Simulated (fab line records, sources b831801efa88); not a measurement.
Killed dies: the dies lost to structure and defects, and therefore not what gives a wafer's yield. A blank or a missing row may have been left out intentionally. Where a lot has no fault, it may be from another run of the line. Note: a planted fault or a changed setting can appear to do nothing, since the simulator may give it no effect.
Which of the tools did it? -- flow gf180mcu -- 11 lots (33 wafers sampled), 1 step of a 602-step route

== WHAT THE GAUGES READ, wafer by wafer ==
GF_V1_CD_MEAS_14 targets a cd of 260 nm.
lot,measured,on,cd_nm (nm)
L204,day 18 08:20,cd_sem-01,259.2 258.2 258.6
L207,day 19 18:47,cd_sem-01,261.1 259.6 260.0
L210,day 21 03:16,cd_sem-02,258.7 260.0 258.7
L211,day 21 09:52,cd_sem-01,260.5 260.7 261.1
L212,day 21 14:04,cd_sem-01,260.2 260.0 258.9
L220,day 24 06:25,cd_sem-02,258.9 258.3 258.8
L221,day 24 12:00,cd_sem-02,259.9 258.9 259.7
L223,day 25 08:01,cd_sem-01,260.3 259.8 259.5
L225,day 25 15:31,cd_sem-01,261.3 261.4 261.4
L226,day 26 00:50,cd_sem-01,259.5 261.2 261.4
L227,day 26 07:05,cd_sem-02,260.4 260.3 260.6

== TOOL THAT RAN EACH LOT (tool first, then ch and the chambers of the sampled wafers, then the start) ==
The record shows no process step preceding these readings.

== THE ANSWER, worked out from the rows above alone ==
Rule: the usual values come from the lots themselves. The widest of any qualifying gaps counts: lots, ordered by their means at a reading, are off when they make up no more than a third of the lots, leave a main group of 4 or more, and stand apart from it by 3 or more times the standard deviation of that group's means. A main group is skipped when, at the precision printed for the reading in the tables above, its means are all equal. Also off: a lot with no number at a reading for which 4 or more lots have one. Any other lot the step has rows for is counted as sound.
Nothing can be told from this: no lot is off at any reading shown.

== WHAT THE SIMULATOR HAD PUT IN ==
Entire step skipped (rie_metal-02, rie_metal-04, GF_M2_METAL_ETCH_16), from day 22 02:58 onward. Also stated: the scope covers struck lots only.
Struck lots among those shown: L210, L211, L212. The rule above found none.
